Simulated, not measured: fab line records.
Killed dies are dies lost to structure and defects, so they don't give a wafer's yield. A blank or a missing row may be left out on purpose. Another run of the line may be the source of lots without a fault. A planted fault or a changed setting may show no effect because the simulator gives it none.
Comparing a struck lot with a sound one / flow sky130 / 14 steps out of a route of 708
Sound: the wafers L853.1, L853.4, L853.6. The struck wafers were L862.1, L862.2, L862.4. The cause comes at the end.
Each step with rows lists, per side, the tool, then ch with its chambers, then its first start. Under that, the readings that differ: sound wafers / struck wafers / difference of the means / sigmas: that difference in standard deviations of wafers without a fault.
alike: readings with means less than 2 such deviations apart, plus words and numbers identical on both sides. not compared: withheld readings, readings lacking a value on some wafer, bounds such as >300 that could conceal the same value, and numbers that have no deviation in the record and whose values overlap.
A row with sigmas, a row that says differs or no value, or rows on one side alone: a step with any of these is where the two part. Numbers that don't overlap but have no deviation are shown without sigmas and don't part them. A reading missing from all wafers of one side parts the sides only when that side holds two or more wafers.

first, 3 steps without rows for these wafers: SKY_CONTACT_EXPOSE_11 (exposes mask CTM1, target cd 170 nm); SKY_CONTACT_PEB_12; SKY_CONTACT_DEVELOP_13 (develop time 60 s).
SKY_CONTACT_CD_MEAS_14: target cd 170 nm.
  sound on cd sem-02 at day 32 18:10; struck on cd sem-02 at day 35 06:35
  alike: cd nm
SKY_CONTACT_OVL_MEAS_15:
  sound on overlay-02 at day 32 18:17; struck on overlay-02 at day 35 06:42
  alike: CONTACT_OVL
SKY_CONTACT_ETCH_16: etches BARC in N2/H2, stops on SiO2, time 45.9 s, target depth 60 nm.
  sound on rie diel-04 ch 0,2,3, day 32 18:19; struck on rie diel-04 ch 1,2,3, day 35 06:44
  alike: drypump motor current A, oes product au, throttle valve pct
  not compared: rf hours counter h
SKY_CONTACT_ETCH_17: etches SiO2 in C4F8/O2/Ar, stops on Si3N4, target depth 340 nm.
  sound on rie diel-04 ch 0,2,3, day 32 18:22; struck on rie diel-04 ch 1,2,3, day 35 06:47
reading=oes product au (a.u.); sound=0.884 0.888 0.888; struck=0.898 0.899 0.895; difference=+0.011; sigmas=+2
SKY_CONTACT_ETCH_18: etches Si3N4 in CHF3/O2, stops on TiN, time 39 s, target depth 75 nm.
  sound: rie diel-04 ch 0,2,3; struck: rie diel-04 ch 1,2,3
  alike: drypump motor current A, oes product au, throttle valve pct
  not compared: rf hours counter h
SKY_CONTACT_STRIP_19: strips in O2/N2.
  sound on plasma asher-04 ch 1, day 32 18:28; struck on plasma asher-03 ch 0,1, day 35 06:52
  alike: drypump motor current A, oes product au, strip time to endpoint s
  not compared: rf hours counter h
then, 3 steps without rows for these wafers: SKY_CONTACT_STRIP_20 (strips in post etch residue remover, time 1200 s); SKY_CONTACT_CLEAN_21 (cleans in IPA, time 180 s); SKY_CONTACT_CLEAN_22 (cleans in O3/DIW).
SKY_CONTACT_SPUTTER_23: material TiN, target thk 20 nm, time 80 s.
  sound on pvd sputter-04 at day 32 19:03; struck on pvd sputter-01 at day 35 07:32
reading=model.TiN_of_CONTACT_SPUTTER_23.thk nm (nm); sound=19.83 19.88 20; struck=33.99 33.85 33.51; difference=+13.88; sigmas=
  alike: throttle valve pct
SKY_CONTACT_CVD_24: deposits W, target thk 340 nm, time 102.12 s.
  sound on cvd w-01 ch 0,1, day 32 19:07; struck on cvd w-01 ch 0,1, day 35 07:36
  alike: heater power w

WHERE THEY PART
Only at SKY_CONTACT_ETCH_17, within this record. Later steps at which nothing parts them and some readings are alike: SKY_CONTACT_ETCH_18, SKY_CONTACT_STRIP_19, SKY_CONTACT_SPUTTER_23, SKY_CONTACT_CVD_24.

WHY: what had been put in by the simulator
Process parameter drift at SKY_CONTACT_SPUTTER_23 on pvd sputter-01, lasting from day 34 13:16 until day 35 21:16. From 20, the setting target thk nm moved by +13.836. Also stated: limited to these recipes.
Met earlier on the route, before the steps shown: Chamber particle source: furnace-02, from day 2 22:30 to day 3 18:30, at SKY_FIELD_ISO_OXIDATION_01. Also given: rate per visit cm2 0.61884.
